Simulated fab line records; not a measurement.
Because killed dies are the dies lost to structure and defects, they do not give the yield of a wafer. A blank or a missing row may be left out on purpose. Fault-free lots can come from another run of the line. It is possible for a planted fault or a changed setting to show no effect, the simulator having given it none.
Problem report in the 8D (eight disciplines) form, filled by code -- flow sky130 -- the parts of the form that need people (team, actions taken, sign-off) are left out

== 1. WHAT IS WRONG ==
Across 2 wafers from 2 lots, LOCAL_INTERCONNECT_TIN_RS at SKY_LOCAL_INTERCONNECT_RS_MEAS_01 averages 16.45 ohm/sq, while fault-free wafers read 14.08 ohm/sq with a standard deviation of 0.17. Relative to the usual mean, that is a shift of +14 standard deviations.
The step: measures by four-point-probe.
First observed at day 37 04:35: wafer L641.5, on film-metro-03. At this step, 30 wafers from 10 lots have a number in the record. Rule for "out", or "out of limits": more than 4 standard deviations from the usual mean. Any other wafer with a number is counted as sound.

== 2. WHAT IT IS AND WHAT IT IS NOT ==
question,is,is not
which readings at this step,LOCAL_INTERCONNECT_TIN_RS,-
which lots,"L641, L643","L621, L623, L626, L631, L632, L633, L634, L635"
which wafers of those lots,"L641.5, L643.2","L641.1, L641.4, L643.5, L643.6"
read on which gauges,film-metro-03,"film-metro-01, film-metro-04"
when,from day 37 04:35,up to then (26 sound wafers); but 2 sound wafers of L643 came after

== 3. SUSPECTS, AND WHAT RULES EACH OUT ==
Counting: a tool at a process step up to the reading stays a suspect if it ran every lot that is out. Sound lots after the first of them don't rule it out here, since some wafers of a struck lot are sound.
- the gauge at SKY_LOCAL_INTERCONNECT_RS_MEAS_01 is ruled out. All the wafers that are out were read on film-metro-03, but those of them that SKY_LOCAL_INTERCONNECT_METAL_ETCH_14 has rows for are out there too, on other tools.
- pvd-sputter-01 at SKY_LOCAL_INTERCONNECT_SPUTTER_00 (material TiN, target thk 100 nm, time 83.3 s): kept. Ran every lot that is out, first one L641 (day 37 04:31); last sound lot up to then L632 (day 34 09:44).
Left after counting: pvd-sputter-01 at SKY_LOCAL_INTERCONNECT_SPUTTER_00.

== 4. THE CAUSE (what the simulator had put in) ==
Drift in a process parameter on pvd-sputter-01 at SKY_LOCAL_INTERCONNECT_SPUTTER_00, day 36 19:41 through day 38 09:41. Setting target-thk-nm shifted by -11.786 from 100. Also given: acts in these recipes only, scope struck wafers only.
Counting left only this tool.

== 5. THE CHAIN OF EFFECTS, in route order ==
One row per reading whose mean, taken over the struck wafers that have a number, lies over 3 standard deviations from the usual. Only readings for which the record gives a usual standard deviation are gone through. hours: the time from each lot's start at the first step in this table that gives one to its start at this step, as a median over the lots. sigmas: the change in usual standard deviations.
hours,step,reading,usual,on struck wafers,change,sigmas
0,SKY_LOCAL_INTERCONNECT_RS_MEAS_01,LOCAL_INTERCONNECT_TIN_RS,14.08 ohm/sq,16.45,+2.37,+14
0,SKY_LOCAL_INTERCONNECT_THK_MEAS_02,LOCAL_INTERCONNECT_TIN_THK,100.9 nm,87.2,-13.8,-11
26,SKY_LOCAL_INTERCONNECT_METAL_ETCH_14,oes-product-au,0.944 a.u.,0.869,-0.075,-9.8
26,SKY_LOCAL_INTERCONNECT_METAL_ETCH_14,throttle-valve-pct,21.899 %,21.944,+0.045,+4.8
Process steps it contains:
- SKY_LOCAL_INTERCONNECT_METAL_ETCH_14: etches TiN in Cl2/BCl3, stops on PSG, target depth 110 nm, time 31.4 s.
Later measuring or inspecting steps at which every struck wafer that the step has a row for has a number for every such reading, and none has moved that far: SKY_LOCAL_INTERCONNECT_OVL_MEAS_12.

== 6. WHAT WOULD HAVE CAUGHT IT SOONER ==
In this record the first reading out of limits at a measuring or inspecting step was taken at day 37 04:35, 9 hours after the fault began at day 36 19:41.
An alarm limit of 4 standard deviations would not have fired on the tool readings at SKY_LOCAL_INTERCONNECT_SPUTTER_00 for which the record gives a usual standard deviation, since none of them was out on any struck wafer.
Of the lots that are out (2), L643 began SKY_LOCAL_INTERCONNECT_SPUTTER_00 on pvd-sputter-01 after day 37 04:35. It would have been spared by a hold on the tool at that moment.
